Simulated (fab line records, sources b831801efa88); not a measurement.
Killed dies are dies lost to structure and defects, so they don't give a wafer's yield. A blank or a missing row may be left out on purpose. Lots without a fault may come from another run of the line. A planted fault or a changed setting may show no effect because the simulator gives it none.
fab line records | flow sky130
record lots=6 wafers=16 last_day=50
route steps=708 shown VIA2@527 METAL3@532 CAPM@537 PAD_OPEN@708
lots that met no fault: from a run of the same line without faults
start_h: hours from the record's first day to the start of the lot's first wafer shown | wait_h: hours since the lot's step before | " the same as in the row above | L1.1+2: a row that stands for several wafers | - no value, or no start given | * or withheld: withheld | < > ~ a bound
route shown NAME@n: a module of which the file shows steps, and the number in the route of the first | usual: mean/standard deviation of fault-free wafers | same: alike in all rows | chamber/n: place in a boat | sites: the reading at each site | _std_site: their standard deviation | _edge_site: outer sites' mean less inner sites' | radius_mm: how far each site lies from the wafer's centre | mask NAME#n: copy n | behind: the tool/chamber that last shaped the wafer | hold: why the lot was held/for how many hours/how that ended | device: the transistor (n, p or np) that didn't switch | end of line: the same wafers' tests at the end of the route | a step without rows: its recipe alone | killed: dies lost to structure and defects at the first sort, not the wafer's yield | map: a wafer's dies, x killed, . not, _ none there
set.NAME: the setting as run; set.NAME@STEP: as run at that earlier step | model.NAME: the simulator's own value behind a step, which no gauge read
lots at some steps of the route; a table a step, a row a wafer
services: from which hour (start_h, from the record's first day; less than 0 if before it) a tool's chamber was out of use, for how many hours, and why
## steps
# step SKY_VIA2_SPUTTER_20
# recipe material=TiN target_thk_nm=20 chamber_pressure_pa=5 power_w=4000 time_s=80
# usual cathode_dc_power_W=4000.0/0.72 throttle_valve_pct=29.5/1.1
# columns lot.wafer tool chamber start_h wait_h cathode_dc_power_W throttle_valve_pct
L238.3 pvd_sputter-02 - 857.67 0.0 4000.2 29.3
L238.5 " - " " 3999.7 29.0
L238.6 " - " " 3999.4 29.5
L244.1 pvd_sputter-01 - 905.41 0.0 4000.1 29.6
L244.2 " - " " 4000.7 27.9
L244.3 " - " " 4001.2 28.4
L251.6 pvd_sputter-02 - 955.79 0.0 3998.6 29.6
L252.1 pvd_sputter-01 - 960.98 0.0 4000.2 28.2
L252.5 " - " " 4000.1 29.7
L252.6 " - " " 3999.2 29.3
L254.2 pvd_sputter-01 - 973.68 0.0 4000.6 29.2
L254.5 " - " " 4001.0 29.6
L254.6 " - " " 3999.7 29.1
L259.3 pvd_sputter-02 - 1005.41 0.0 4000.8 29.0
L259.5 " - " " 3999.4 28.9
L259.6 " - " " 3999.3 27.6
# step SKY_VIA2_CVD_21
# recipe material=W target_thk_nm=420 time_s=126.4 temp_c=400 pressure_torr=40
# usual heater_power_w=801/58
# columns lot.wafer tool chamber start_h wait_h heater_power_w
L238.3 cvd_w-02 1 857.77 0.1 904
L238.5 " 1 " " 913
L238.6 " 0 " " 763
L244.1 cvd_w-01 1 905.48 0.0 815
L244.2 " 0 " " 761
L244.3 " 0 " " 779
L251.6 cvd_w-02 0 955.91 0.1 690
L252.1 cvd_w-01 1 961.04 0.0 800
L252.5 " 0 " " 761
L252.6 " 1 " " 827
L254.2 cvd_w-02 0 973.74 0.0 693
L254.5 " 1 " " 924
L254.6 " 0 " " 708
L259.3 cvd_w-01 1 1005.52 0.1 825
L259.5 " 0 " " 791
L259.6 " 1 " " 817
# step SKY_VIA2_RS_MEAS_22
# recipe thk_meas_gauge=four-point-probe reads=W_of_VIA2_CVD_21+TiN_of_VIA2_SPUTTER_20
# usual VIA2_W_RS=0.271/0.0043
# columns lot.wafer tool chamber start_h wait_h VIA2_W_RS[ohm/sq]
L238.3 film_metro-04 - 857.90 0.1 0.273
L238.5 " - " " 0.274
L238.6 " - " " 0.270
L244.1 film_metro-01 - 905.61 0.1 0.272
L244.2 " - " " 0.270
L244.3 " - " " 0.266
L251.6 film_metro-04 - 956.05 0.1 0.278
L252.1 film_metro-04 - 961.17 0.1 0.272
L252.5 " - " " 0.265
L252.6 " - " " 0.274
L254.2 film_metro-03 - 973.89 0.1 0.271
L254.5 " - " " 0.265
L254.6 " - " " 0.271
L259.3 film_metro-04 - 1005.65 0.1 0.274
L259.5 " - " " 0.268
L259.6 " - " " 0.274
# step SKY_VIA2_THK_MEAS_23
# recipe thk_meas_gauge=xrf reads=W_of_VIA2_CVD_21
# usual VIA2_W_THK=429/7.5
# columns lot.wafer tool chamber start_h wait_h VIA2_W_THK[nm]
L238.3 film_metro-04 - 858.00 0.1 439
L238.5 " - " " 434
L238.6 " - " " 444
L244.1 film_metro-01 - 905.73 0.1 432
L244.2 " - " " 436
L244.3 " - " " 441
L251.6 film_metro-04 - 956.12 0.1 417
L252.1 film_metro-04 - 961.29 0.1 421
L252.5 " - " " 438
L252.6 " - " " 423
L254.2 film_metro-03 - 974.00 0.1 425
L254.5 " - " " 434
L254.6 " - " " 425
L259.3 film_metro-04 - 1005.75 0.1 425
L259.5 " - " " 433
L259.6 " - " " 425
# step SKY_VIA2_CMP_24
# recipe stop_on=SiO2 t_overpolish_s=20 down_force_psi=3.5 platen_rpm=60 target_thk_nm=0 pad_velocity_m_s=0.94248
# step SKY_METAL3_SPUTTER_00
# recipe material=Ti target_thk_nm=15 power_w=3000 time_s=10 chamber_pressure_pa=0.4
# step SKY_METAL3_SPUTTER_01
# recipe material=TiN target_thk_nm=20 power_w=6500 time_s=16.7 chamber_pressure_pa=0.4
# step SKY_METAL3_SPUTTER_02
# recipe material=AlCu target_thk_nm=735 power_w=10600 time_s=39.1 chamber_pressure_pa=0.4
# usual cathode_dc_power_W=10600/1.9 throttle_valve_pct=29.5/1.3
# columns lot.wafer tool chamber start_h wait_h cathode_dc_power_W throttle_valve_pct
L238.3 pvd_sputter-01 - 858.39 0.0 10602 27.7
L238.5 " - " " 10599 29.1
L238.6 " - " " 10598 28.5
L244.1 pvd_sputter-01 - 906.13 0.0 10598 28.8
L244.2 " - " " 10599 27.7
L244.3 " - " " 10599 29.8
L251.6 pvd_sputter-01 - 956.50 0.0 10600 30.1
L252.1 pvd_sputter-03 - 961.70 0.0 10603 31.0
L252.5 " - " " 10602 31.4
L252.6 " - " " 10602 30.6
L254.2 pvd_sputter-03 - 974.40 0.0 10598 31.2
L254.5 " - " " 10599 29.1
L254.6 " - " " 10600 31.4
L259.3 pvd_sputter-04 - 1006.13 0.0 10600 27.4
L259.5 " - " " 10598 30.8
L259.6 " - " " 10601 30.4
# step SKY_METAL3_SPUTTER_03
# recipe material=Ti target_thk_nm=5 power_w=3000 time_s=3.3 chamber_pressure_pa=0.4
# step SKY_METAL3_SPUTTER_04
# recipe material=TiN target_thk_nm=70 power_w=6500 time_s=58.3 chamber_pressure_pa=0.4
# step SKY_CAPM_CVD_00
# recipe material=SiO2 target_thk_nm=15.5 temp_c=400 time_s=withheld rf_w=450
# step SKY_CAPM_THK_MEAS_01
# recipe reads=SiO2_of_CAPM_CVD_00
# usual CAPM_CVD_00_THK=15.58/0.22
# columns lot.wafer tool chamber start_h wait_h CAPM_CVD_00_THK[nm]
L238.3 film_metro-03 - 858.54 - 15.19
L238.5 " - " " 15.41
L238.6 " - " " 15.43
L244.1 film_metro-03 - 906.26 - 15.75
L244.2 " - " " 15.76
L244.3 " - " " 15.91
L251.6 film_metro-01 - 956.66 - 15.62
L252.1 film_metro-03 - 961.86 - 15.52
L252.5 " - " " 15.46
L252.6 " - " " 15.55
L254.2 film_metro-02 - 974.54 - 15.28
L254.5 " - " " 15.82
L254.6 " - " " 15.43
L259.3 film_metro-03 - 1006.28 - 15.42
L259.5 " - " " 15.66
L259.6 " - " " 15.93
# step SKY_CAPM_SPUTTER_02
# recipe material=TiN target_thk_nm=200 temp_c=300 power_w=6500 time_s=166.7 chamber_pressure_pa=0.4
# usual cathode_dc_power_W=6500.0/1.1 throttle_valve_pct=29.2/1.1
# columns lot.wafer tool chamber start_h wait_h cathode_dc_power_W throttle_valve_pct model.TiN_of_CAPM_SPUTTER_02.thk_nm
L238.3 pvd_sputter-04 - 858.58 0.0 6500.0 27.2 198.8
L238.5 " - " " 6500.0 30.8 197.8
L238.6 " - " " 6499.8 30.3 196.4
L244.1 pvd_sputter-02 - 906.32 0.1 6499.7 29.7 200
L244.2 " - " " 6500.5 29.7 200.4
L244.3 " - " " 6500.2 28.1 202.6
L251.6 pvd_sputter-04 - 956.72 0.1 6500.2 31.1 201
L252.1 pvd_sputter-04 - 961.92 0.1 6501.0 27.4 202.8
L252.5 " - " " 6501.7 30.5 198.1
L252.6 " - " " 6497.1 27.5 202.3
L254.2 pvd_sputter-02 - 974.59 0.0 6497.7 29.6 199.7
L254.5 " - " " 6499.3 29.3 200
L254.6 " - " " 6498.6 28.9 198.2
L259.3 pvd_sputter-02 - 1006.32 0.0 6499.8 29.0 197.9
L259.5 " - " " 6501.1 29.0 197.2
L259.6 " - " " 6500.5 27.9 198.9
# step SKY_CAPM_RS_MEAS_03
# recipe thk_meas_gauge=four-point-probe reads=TiN_of_CAPM_SPUTTER_02
# usual CAPM_TIN_RS=6.95/0.079
# columns lot.wafer tool chamber start_h wait_h CAPM_TIN_RS[ohm/sq]
L238.3 film_metro-01 - 858.72 0.1 6.95
L238.5 " - " " 6.99
L238.6 " - " " 7.04
L244.1 film_metro-02 - 906.43 0.1 6.91
L244.2 " - " " 6.90
L244.3 " - " " 6.80
L251.6 film_metro-03 - 956.87 0.1 6.88
L252.1 film_metro-03 - 962.03 0.1 6.81
L252.5 " - " " 6.98
L252.6 " - " " 6.82
L254.2 film_metro-03 - 974.72 0.1 6.93
L254.5 " - " " 6.90
L254.6 " - " " 6.98
L259.3 film_metro-02 - 1006.47 0.1 6.98
L259.5 " - " " 7.02
L259.6 " - " " 6.93
# step SKY_CAPM_THK_MEAS_04
# recipe thk_meas_gauge=xrf reads=TiN_of_CAPM_SPUTTER_02
# usual CAPM_TIN_THK=196.6/2.3
# columns lot.wafer tool chamber start_h wait_h CAPM_TIN_THK[nm]
L238.3 film_metro-01 - 858.82 0.1 198.0
L238.5 " - " " 196.5
L238.6 " - " " 195.5
L244.1 film_metro-02 - 906.55 0.1 195.8
L244.2 " - " " 197.1
L244.3 " - " " 199.8
L251.6 film_metro-03 - 956.94 0.1 198.4
L252.1 film_metro-03 - 962.15 0.1 200.0
L252.5 " - " " 195.1
L252.6 " - " " 199.0
L254.2 film_metro-03 - 974.83 0.1 196.2
L254.5 " - " " 196.9
L254.6 " - " " 196.0
L259.3 film_metro-02 - 1006.57 0.1 194.8
L259.5 " - " " 194.4
L259.6 " - " " 195.3
# step SKY_CAPM_DEHYDRATE_05
# recipe temp_c=200 time_s=60
# step SKY_CAPM_HMDS_06
# recipe prime_time_s=60 prime_temp_c=120
# step SKY_CAPM_COAT_07
# recipe resist=NOVOLAK spin_rpm=3000 resist_thk_nm=1140
# step SKY_CAPM_SOFTBAKE_08
# recipe temp_c=90 time_s=60 resist=NOVOLAK
# step SKY_CAPM_EXPOSE_09
# recipe mask_id=CAPM na=0.6 source_shape=conventional sigma_outer=0.6 polarization=unpolarized target_cd_nm=1000 dose_mj=159
# step SKY_CAPM_PEB_10
# recipe temp_c=withheld time_s=* resist=NOVOLAK
# step SKY_CAPM_DEVELOP_11
# recipe resist=NOVOLAK developer=TMAH develop_time_s=60 dev_temp_c=23
# step SKY_CAPM_OVL_MEAS_12
# usual CAPM_OVL=0.1/1.7
# columns lot.wafer tool chamber start_h wait_h CAPM_OVL[nm]
L238.3 overlay-01 - 884.44 0.1 2.0
L238.5 " - " " 0.2
L238.6 " - " " -0.1
L244.1 overlay-01 - 930.27 0.1 -1.6
L244.2 " - " " -1.1
L244.3 " - " " -1.6
L251.6 overlay-01 - 980.86 0.0 0.9
L252.1 overlay-02 - 985.29 0.1 3.5
L252.5 " - " " 0.5
L252.6 " - " " 2.1
L254.2 overlay-01 - 998.33 0.1 -2.9
L254.5 " - " " -0.4
L254.6 " - " " -1.0
L259.3 overlay-01 - 1029.70 0.1 1.9
L259.5 " - " " 0.8
L259.6 " - " " 0.9
# step SKY_CAPM_METAL_ETCH_13
# recipe target_depth_nm=220 stop_on=SiO2 chemistry=Cl2/BCl3 target=TiN pressure_mtorr=10 icp_w=900 bias_w=48.5 Cl2_flow_sccm=60 bcl3_flow_sccm=30 time_s=62.9
# usual drypump_motor_current_A=5.7/0.42 oes_product_au=0.939/0.0078 rf_fwd_power_W=894/3.4 throttle_valve_pct=21.903/0.011
# columns lot.wafer tool chamber start_h wait_h drypump_motor_current_A oes_product_au rf_fwd_power_W rf_hours_counter_h throttle_valve_pct model.CAPM.feature_depth_nm model.etch.depth_nm
L238.3 rie_metal-04 1 884.52 0.1 5.4 0.935 894 - 21.911 198.8 198.8
L238.5 " 1 " " 5.4 0.941 895 - 21.918 197.8 197.8
L238.6 " 1 " " 5.4 0.929 893 - 21.916 196.4 196.4
L244.1 rie_metal-03 1 930.31 0.0 5.1 0.931 894 16 21.908 200 200
L244.2 " 0 " " 5.8 0.942 892 4 21.900 200.4 200.4
L244.3 " 0 " " 5.7 0.947 892 - 21.890 202.6 202.6
L251.6 rie_metal-03 1 980.92 0.1 5.1 0.958 891 - 21.917 201 201
L252.1 rie_metal-01 0 985.33 0.0 6.2 0.950 896 18 21.896 202.8 202.8
L252.5 " 1 " " 6.2 0.928 894 - 21.907 198.1 198.1
L252.6 " 0 " " 6.2 0.949 893 - 21.900 202.3 202.3
L254.2 rie_metal-01 0 998.36 0.0 6.3 0.944 901 19 21.909 199.7 199.7
L254.5 " 0 " " 6.3 0.944 898 - 21.910 200 200
L254.6 " 1 " " 6.2 0.942 895 - 21.892 198.2 198.2
L259.3 rie_metal-03 0 1029.75 0.0 5.8 0.940 898 - 21.933 197.9 197.9
L259.5 " 1 " " 5.1 0.935 893 - 21.912 197.2 197.2
L259.6 " 0 " " 5.7 0.935 897 - 21.899 198.9 198.9
# step SKY_CAPM_STRIP_14
# recipe chemistry=O2/N2 power_w=1400 pressure_mtorr=1500 platen_temp_c=withheld o2_flow_sccm=3000 n2_flow_sccm=300 overash_fraction=0.5
# step SKY_CAPM_STRIP_15
# recipe chemistry=post_etch_residue_remover time_s=1200 temp_c=72.5
# step SKY_CAPM_CLEAN_16
# recipe chemistry=IPA time_s=180 temp_c=25
# step SKY_CAPM_CLEAN_17
# recipe chemistry=O3/DIW dry=n2_spin
# step SKY_METAL3_DEHYDRATE_05
# recipe temp_c=200 time_s=60
# step SKY_METAL3_HMDS_06
# recipe prime_time_s=60 prime_temp_c=120
# step SKY_METAL3_COAT_07
# recipe resist=BARC temp_c=withheld time_s=withheld spin_rpm=3000 resist_thk_nm=60
# step SKY_METAL3_COAT_08
# recipe resist=KrF-thick spin_rpm=3000 resist_thk_nm=1140
# step SKY_METAL3_SOFTBAKE_09
# recipe temp_c=100 time_s=90 resist=KrF-thick
# step SKY_METAL3_EXPOSE_10
# recipe mask_id=MM3 na=0.68 source_shape=annular sigma_inner=0.4 sigma_outer=0.8 target_cd_nm=300 dose_mj=28
# step SKY_METAL3_PEB_11
# recipe peb_temp_c=withheld peb_time_s=withheld resist=KrF-thick
# step SKY_METAL3_DEVELOP_12
# recipe develop_time_s=60 resist=KrF-thick dev_temp_c=21
# step SKY_METAL3_CD_MEAS_13
# recipe target_cd_nm=300
# usual cd_nm=299.5/1.3
# columns lot.wafer tool chamber start_h wait_h cd_nm
L238.3 cd_sem-02 - 910.58 - 298.8
L238.5 " - " " 300.0
L238.6 " - " " 300.4
L244.1 cd_sem-02 - 956.17 - 299.6
L244.2 " - " " 298.8
L244.3 " - " " 298.4
L251.6 cd_sem-01 - 1004.74 - 298.9
L252.1 cd_sem-02 - 1009.12 - 297.6
L252.5 " - " " 299.3
L252.6 " - " " 299.4
L254.2 cd_sem-02 - 1022.76 - 300.5
L254.5 " - " " 299.4
L254.6 " - " " 300.3
L259.3 cd_sem-01 - 1053.51 - 298.5
L259.5 " - " " 298.6
L259.6 " - " " 299.5
# step SKY_METAL3_OVL_MEAS_14
# usual METAL3_OVL=-3/5.6
# columns lot.wafer tool chamber start_h wait_h METAL3_OVL[nm]
L238.3 overlay-01 - 910.67 0.1 -2
L238.5 " - " " -8
L238.6 " - " " 4
L244.1 overlay-02 - 956.29 0.1 -5
L244.2 " - " " 0
L244.3 " - " " -6
L251.6 overlay-02 - 1004.79 0.0 9
L252.1 overlay-02 - 1009.24 0.1 1
L252.5 " - " " -2
L252.6 " - " " -10
L254.2 overlay-01 - 1022.87 0.1 -3
L254.5 " - " " -11
L254.6 " - " " -2
L259.3 overlay-02 - 1053.61 0.1 -3
L259.5 " - " " -2
L259.6 " - " " -10
# step SKY_METAL3_DESCUM_15
# recipe chemistry=O2 source_power_w=150 bias_power_w=0 pressure_mtorr=10 temp_c=40 time_s=8
# usual drypump_motor_current_A=6.0/0.39 oes_product_au=1.005/0.0072 rf_fwd_power_W=147.6/0.84
# same bias_power_w=0
# columns lot.wafer tool chamber start_h wait_h drypump_motor_current_A oes_product_au rf_fwd_power_W rf_hours_counter_h
L238.3 rie_metal-03 0 910.71 0.0 5.8 1.002 147.2 -
L238.5 " 0 " " 5.8 1.004 146.6 -
L238.6 " 1 " " 5.1 0.987 146.2 -
L244.1 rie_metal-02 1 956.32 0.0 6.6 1.017 147.3 0
L244.2 " 0 " " 5.8 1.007 146.9 6
L244.3 " 0 " " 5.8 0.999 146.6 -
L251.6 rie_metal-03 0 1004.82 0.0 5.8 0.998 147.9 -
L252.1 rie_metal-02 0 1009.28 0.0 5.8 1.002 146.9 9
L252.5 " 1 " " 6.5 1.005 147.5 -
L252.6 " 0 " " 5.8 1.009 146.8 -
L254.2 rie_metal-02 0 1022.90 0.0 5.8 1.007 146.6 10
L254.5 " 1 " " 6.5 1.017 147.8 -
L254.6 " 0 " " 5.8 1.013 147.0 -
L259.3 rie_metal-01 1 1053.65 0.0 6.2 0.993 148.5 -
L259.5 " 1 " " 6.2 1.014 148.5 -
L259.6 " 1 " " 6.2 1.004 148.5 -
# step SKY_METAL3_ETCH_16
# recipe chemistry=N2/H2 target=BARC ion_energy_ev=200 bias_w=100 pressure_mtorr=30 n2_flow_sccm=100 h2_flow_sccm=200 icp_w=500 stop_on=SiO2 time_s=88.2 target_depth_a=600
# step SKY_METAL3_ETCH_17
# recipe target=SiO2 stop_on=TiN chemistry=C4F8/O2/Ar source_w=1500 bias_w=1200 pressure_mtorr=40 c4f8_flow_sccm=withheld O2_flow_sccm=6 Ar_flow_sccm=300 time_s=3.9 target_depth_a=150
# step SKY_METAL3_METAL_ETCH_18
# recipe target_depth_a=8450 stop_on=SiO2 over_etch_frac=0.3 time_s=183.1 chemistry=Cl2/BCl3 resist_sidewall_deg=88 pressure_mtorr=10 icp_w=900 bias_w=48.5 Cl2_flow_sccm=60 bcl3_flow_sccm=30
# usual drypump_motor_current_A=5.9/0.47 oes_product_au=0.864/0.0068 rf_fwd_power_W=896.8/2.6 throttle_valve_pct=22.265/0.0092
# columns lot.wafer tool chamber start_h wait_h drypump_motor_current_A oes_product_au rf_fwd_power_W rf_hours_counter_h throttle_valve_pct
L238.3 rie_metal-02 0 910.90 0.1 5.8 0.856 893.0 - 22.260
L238.5 " 0 " " 5.8 0.863 889.1 - 22.256
L238.6 " 1 " " 6.5 0.860 895.8 - 22.259
L244.1 rie_metal-01 1 956.47 0.0 6.2 0.871 901.1 12 22.269
L244.2 " 0 " " 6.2 0.860 896.4 17 22.275
L244.3 " 0 " " 6.3 0.865 894.4 - 22.254
L251.6 rie_metal-02 0 1005.06 0.1 5.8 0.869 899.1 - 22.263
L252.1 rie_metal-03 0 1009.43 0.0 5.7 0.856 898.4 9 22.260
L252.5 " 0 " " 5.8 0.870 898.6 - 22.277
L252.6 " 1 " " 5.1 0.871 896.6 - 22.250
L254.2 rie_metal-03 1 1023.05 0.0 5.1 0.864 897.2 22 22.265
L254.5 " 0 " " 5.7 0.872 897.6 - 22.267
L254.6 " 1 " " 5.1 0.871 896.8 - 22.258
L259.3 rie_metal-02 0 1053.97 0.1 5.8 0.862 894.4 - 22.266
L259.5 " 0 " " 5.8 0.861 894.5 - 22.281
L259.6 " 1 " " 6.5 0.860 896.6 - 22.247
# step SKY_METAL3_STRIP_20
# recipe chemistry=post_etch_residue_remover time_s=1200 temp_c=72.5
# usual bath_heat_duty_pct=15.1/1.3
# columns lot.wafer tool chamber start_h wait_h bath_heat_duty_pct model.TiN_of_CAPM_SPUTTER_02.thk_nm
L238.3 wet_bench-04 3 911.12 0.0 17.0 197.9
L238.5 " 3 " " 16.8 197
L238.6 " 3 " " 15.7 195.5
L244.1 wet_bench-03 3 956.75 0.1 14.7 199.2
L244.2 " 3 " " 14.8 199.6
L244.3 " 3 " " 15.9 201.7
L251.6 wet_bench-03 2 1005.22 0.0 15.4 200.2
L252.1 wet_bench-03 2 1009.71 0.1 14.8 202
L252.5 " 2 " " 17.4 197.3
L252.6 " 2 " " 16.9 201.4
L254.2 wet_bench-04 2 1023.32 0.1 15.1 198.8
L254.5 " 2 " " 14.8 199.1
L254.6 " 2 " " 15.7 197.3
L259.3 wet_bench-01 0 1054.19 0.0 13.0 197
L259.5 " 0 " " 15.3 196.3
L259.6 " 0 " " 15.8 198
# step SKY_PAD_OPEN_PROBE_99
# usual killed_at_M0_to_M3=43/7.3 killed_at_M4_up=3.1/1.7 killed_at_contacts=25/5.3 killed_at_front_end=14/4.1 killed_at_other=0.3/0.56 killed_dies=85/9.4 killed_open=46/7.4 killed_short=38/5.8
# same gross_dies=492 killed_at_back_side=0
# columns lot.wafer tool chamber start_h wait_h killed_at_M0_to_M3 killed_at_M4_up killed_at_contacts killed_at_front_end killed_at_other killed_dies killed_open killed_short model.etest.cap_mim.plate_ohm_sq
L238.3 prober-02 - 1083.95 0.2 45 5 29 14 0 93 54 39 6.061
L238.5 prober-02 - 1084.05 0.2 41 5 17 10 1 74 47 27 6.041
L238.6 prober-02 - 1084.10 0.2 49 5 21 13 1 89 56 33 6.118
L244.1 prober-02 - 1121.75 0.1 41 3 22 18 1 85 41 44 6.012
L244.2 prober-02 - 1121.80 0.1 45 2 24 12 0 83 47 35 5.951
L244.3 prober-02 - 1121.85 0.2 47 2 17 12 0 78 45 32 5.94
L251.6 prober-01 - 1161.91 0.2 49 2 29 12 0 92 49 43 5.947
L252.1 prober-02 - 1163.15 0.1 48 5 17 15 0 85 53 32 5.931
L252.5 prober-02 - 1163.35 0.2 43 2 33 24 0 102 58 43 5.991
L252.6 prober-02 - 1163.40 0.2 44 2 29 29 1 105 60 42 5.884
L254.2 prober-02 - 1175.80 0.1 33 4 26 10 0 73 43 30 5.975
L254.5 prober-02 - 1175.95 0.2 42 4 26 13 2 87 38 49 5.924
L254.6 prober-02 - 1176.00 0.2 46 6 22 10 1 85 42 43 6.092
L259.3 prober-02 - 1197.24 0.2 43 2 20 11 0 76 37 39 6.009
L259.5 prober-02 - 1197.34 0.2 43 3 22 21 0 89 47 42 6.081
L259.6 prober-02 - 1197.39 0.2 26 3 23 15 0 67 38 29 6.126
# killed by level:class
L238.3 CONTACT:geometric_particle:open=13 VIA1:geometric_particle:open=13 VIA3:geometric_particle:open=8 METAL1:geometric_particle:short=7 FIELD_ISO:geometric_particle:open=5 LI_CONTACT:geometric_particle:open=5 CONTACT:geometric_particle:short=5 POLY_GATE:geometric_particle:open=3
L238.5 VIA1:geometric_particle:open=15 LI_CONTACT:geometric_particle:open=7 CONTACT:geometric_particle:open=5 VIA3:geometric_particle:open=5 VIA2:geometric_particle:open=4 METAL1:geometric_particle:short=4 METAL2:geometric_particle:short=4 POLY_GATE:geometric_particle:open=3
L238.6 VIA1:geometric_particle:open=15 VIA2:geometric_particle:open=8 VIA3:geometric_particle:open=8 LI_CONTACT:geometric_particle:open=7 CONTACT:geometric_particle:open=6 METAL1:geometric_particle:short=5 POLY_GATE:geometric_particle:short=4 METAL2:geometric_particle:short=4
L244.1 FIELD_ISO:geometric_particle:open=8 LI_CONTACT:geometric_particle:open=7 FIELD_ISO:geometric_particle:short=6 LOCAL_INTERCONNECT:geometric_particle:short=6 METAL1:geometric_particle:short=6 VIA1:geometric_particle:short=6 VIA1:geometric_particle:open=6 CONTACT:geometric_particle:short=5
L244.2 VIA3:geometric_particle:open=9 VIA1:geometric_particle:open=8 FIELD_ISO:geometric_particle:open=6 CONTACT:geometric_particle:open=6 VIA1:geometric_particle:short=6 LI_CONTACT:geometric_particle:open=5 LOCAL_INTERCONNECT:geometric_particle:short=5 METAL3:geometric_particle:short=4
L244.3 VIA1:geometric_particle:open=10 VIA3:geometric_particle:open=8 LI_CONTACT:geometric_particle:open=6 CONTACT:geometric_particle:short=6 VIA2:geometric_particle:open=6 METAL2:geometric_particle:short=5 FIELD_ISO:geometric_particle:short=4 METAL1:geometric_particle:short=4
L251.6 VIA1:geometric_particle:open=12 CONTACT:geometric_particle:open=10 METAL2:geometric_particle:short=8 FIELD_ISO:geometric_particle:open=7 CONTACT:geometric_particle:short=7 LI_CONTACT:geometric_particle:open=6 VIA1:geometric_particle:short=6 VIA2:geometric_particle:short=5
L252.1 VIA3:geometric_particle:open=11 VIA2:geometric_particle:open=10 VIA1:geometric_particle:open=9 CONTACT:geometric_particle:open=8 POLY_GATE:geometric_particle:open=6 FIELD_ISO:geometric_particle:open=5 VIA1:geometric_particle:short=5 METAL4:geometric_particle:short=5
L252.5 VIA1:geometric_particle:open=13 CONTACT:geometric_particle:open=11 LI_CONTACT:geometric_particle:open=10 POLY_GATE:geometric_particle:short=7 POLY_GATE:geometric_particle:open=7 FIELD_ISO:geometric_particle:short=5 CONTACT:geometric_particle:short=5 VIA2:geometric_particle:open=5
L252.6 VIA1:geometric_particle:open=13 POLY_GATE:geometric_particle:open=11 POLY_GATE:geometric_particle:short=8 LI_CONTACT:geometric_particle:open=8 VIA2:geometric_particle:open=8 CONTACT:geometric_particle:open=7 VIA3:geometric_particle:open=5 METAL3:geometric_particle:short=5
L254.2 LOCAL_INTERCONNECT:geometric_particle:short=9 VIA2:geometric_particle:open=9 VIA1:geometric_particle:open=8 CONTACT:geometric_particle:open=8 VIA3:geometric_particle:open=7 LI_CONTACT:geometric_particle:open=6 POLY_GATE:geometric_particle:short=3 CONTACT:geometric_particle:short=3
L254.5 CONTACT:geometric_particle:short=10 CONTACT:geometric_particle:open=10 METAL2:geometric_particle:short=10 VIA1:geometric_particle:open=7 VIA2:geometric_particle:open=7 FIELD_ISO:geometric_particle:short=6 VIA3:geometric_particle:open=6 METAL1:geometric_particle:short=5
L254.6 VIA1:geometric_particle:open=11 CONTACT:geometric_particle:short=9 VIA2:geometric_particle:open=7 METAL2:geometric_particle:short=6 CONTACT:geometric_particle:open=5 VIA2:geometric_particle:short=5 METAL4:geometric_particle:short=5 POLY_GATE:geometric_particle:open=4
L259.3 VIA1:geometric_particle:open=12 VIA2:geometric_particle:open=8 CONTACT:geometric_particle:short=6 VIA1:geometric_particle:short=6 CONTACT:geometric_particle:open=5 LOCAL_INTERCONNECT:geometric_particle:short=5 FIELD_ISO:geometric_particle:short=4 FIELD_ISO:geometric_particle:open=3
L259.5 VIA1:geometric_particle:open=13 CONTACT:geometric_particle:open=8 FIELD_ISO:geometric_particle:open=6 CONTACT:geometric_particle:short=6 FIELD_ISO:geometric_particle:short=5 METAL1:geometric_particle:short=5 POLY_GATE:geometric_particle:open=4 VIA3:geometric_particle:open=4
L259.6 VIA1:geometric_particle:open=9 CONTACT:geometric_particle:open=8 LI_CONTACT:geometric_particle:open=7 FIELD_ISO:geometric_particle:open=4 METAL1:geometric_particle:short=4 VIA1:geometric_particle:short=4 FIELD_ISO:geometric_particle:short=3 METAL2:geometric_particle:short=3
## services
# columns tool chamber start_h hours kind
cvd_w-02 - 851.63 0.8 repair
cvd_w-01 - 854.92 3.8 pm
wet_bench-01 - 858.08 3.5 repair
cvd_w-01 - 865.33 14.6 pm
wet_bench-03 - 869.18 27.0 pm
rie_metal-01 - 887.20 0.6 repair
rie_metal-01 0 899.65 6.2 repair
cvd_w-02 - 904.00 14.0 pm
rie_metal-04 - 904.11 0.2 repair
cvd_w-01 - 925.99 6.0 pm
rie_metal-04 - 928.18 2.5 repair
pvd_sputter-04 - 929.15 1.2 repair
rie_metal-03 0 949.59 1.5 repair
rie_metal-03 - 959.00 2.8 pm
pvd_sputter-01 - 964.88 5.1 repair
pvd_sputter-01 - 975.40 0.6 repair
rie_metal-04 - 980.25 7.6 repair
pvd_sputter-01 - 992.24 2.5 repair
pvd_sputter-04 - 1007.05 11.3 repair
cvd_w-02 - 1013.48 1.1 repair
pvd_sputter-01 - 1015.50 1.3 repair
rie_metal-02 - 1019.13 0.2 repair
wet_bench-03 - 1021.39 1.6 repair
rie_metal-01 0 1049.96 76.4 repair
## key
first_sign none at tools or gauges
model_effect step=SKY_CAPM_SPUTTER_02 value=TiN_of_CAPM_SPUTTER_02.thk_nm without=197.9 struck=202.1
model_effect step=SKY_CAPM_METAL_ETCH_13 value=CAPM.feature_depth_nm without=197.9 struck=202.1
model_effect step=SKY_METAL3_STRIP_20 value=TiN_of_CAPM_SPUTTER_02.thk_nm without=197 struck=201.2
model_effect step=SKY_PAD_OPEN_PROBE_99 value=etest.cap_mim.plate_ohm_sq without=6.046 struck=5.921
met_at SKY_CAPM_SPUTTER_02
struck_wafers L251.6,L252.1,L252.6
tester_left_out L251
onset_between 858.58 956.72
earlier_fault kind=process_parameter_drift tool=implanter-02 chamber=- onset_h=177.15 steps=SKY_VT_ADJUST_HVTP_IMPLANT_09 channel=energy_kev offset=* shape=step end_h=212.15 acts_in=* stated=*
fault kind=process_parameter_drift tool=pvd_sputter-04 chamber=- onset_h=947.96 steps=SKY_CAPM_SPUTTER_02 channel=target_thk_nm offset=4.1732 shape=step end_h=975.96 scope=struck_wafers_only acts_in=these_recipes_only stated=200
# tester_left_out: of these lots the tester's yield and bins aren't shown, on N5 and GAA mostly nor the transistor test; their killed dies are dies lost to structure and defects alone, not to doping, threshold or leakage, so they don't give the yield
